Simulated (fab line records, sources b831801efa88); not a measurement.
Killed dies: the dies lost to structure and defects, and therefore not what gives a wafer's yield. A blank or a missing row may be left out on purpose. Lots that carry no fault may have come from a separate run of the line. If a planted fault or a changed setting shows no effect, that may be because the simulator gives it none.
A struck lot beside a sound one -- flow sfqLine -- 11 out of 325 route steps
Sound: the wafers L111.2, L111.3, L111.4. Struck: wafer L123.3 (left out: L123.4, a lot-mate that was not struck); the cause follows at the end.
For every step that has rows: the tool of each side, followed by ch and its chambers, followed by its first start. Under that, the readings that differ: sound wafers -- struck wafers -- difference of the means -- sigmas: that difference in standard deviations of wafers without a fault.
alike: readings with means less than 2 such deviations apart, plus words and numbers identical on both sides. not compared: withheld readings, readings lacking a value on some wafer, bounds such as >300 that could conceal the same value, and numbers that have no deviation in the record and whose values overlap.
A row with sigmas, a row that says differs or no value, or rows on one side alone: a step with any of these is where the two part. Numbers that don't overlap but have no deviation are shown without sigmas and don't part them. Lack of a reading on every wafer of one side parts them only where that side has two or more wafers.

SFQ_INCOMING_BOW_MEAS_900:
  struck on filmMetro-01, day 3 22:02; sound on filmMetro-02, day 1 10:01
  alike: INCOMING_BOW
then, 1 step without rows for these wafers: SFQ_TRILAYER_INCOMING_OXIDATION_002 (target thk 500 nm, ox time 4939 s).
SFQ_TRILAYER_L0_DEP_SPUTTER_003: material MoNx KI, target thk 40 nm, time 100 s.
  struck on pvdSputter-05, day 4 00:29; sound on pvdSputter-05, day 1 12:29
  alike: throttleValvePct
SFQ_L0_RS_MEAS_901: a four-point-probe measurement.
  struck on filmMetro-03, day 4 00:36; sound on filmMetro-02, day 1 12:35
  alike: L0_MONX_KI_RS
SFQ_L0_THK_MEAS_902: measures by xrf.
  struck on filmMetro-03, day 4 00:42; sound on filmMetro-02, day 1 12:41
  alike: L0_MONX_KI_THK
then, 4 steps without rows for these wafers: SFQ_TRILAYER_L0_LITHO_COAT_010 (resist thk 62 nm); SFQ_TRILAYER_L0_LITHO_COAT_005 (resist thk 600 nm); SFQ_TRILAYER_L0_LITHO_SOFTBAKE_009; SFQ_TRILAYER_L0_LITHO_EXPOSE_006 (exposes mask L0, target cd 2000 nm).
SFQ_TRILAYER_L0_LITHO_PEB_008: peb time 60 s.
  sound on lithoTrack-02 ch 0, day 3 00:00; struck on lithoTrack-02 ch 0, day 5 20:00
reading,sound,struck,difference,sigmas
heaterPowerTotalW (W),79.18 79.23 79.11,80.02,+0.85,+13
  alike: chillPlateTempC
  not compared: plateTempC
then, 1 step without rows for these wafers: SFQ_TRILAYER_L0_LITHO_DEVELOP_007 (time 60 s).

WHERE THEY PART
Only at SFQ_TRILAYER_L0_LITHO_PEB_008, within this record.

WHY: what had been put in by the simulator
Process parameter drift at SFQ_TRILAYER_L0_LITHO_PEB_008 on lithoTrack-02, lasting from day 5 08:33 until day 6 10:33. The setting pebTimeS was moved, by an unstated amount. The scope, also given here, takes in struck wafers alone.
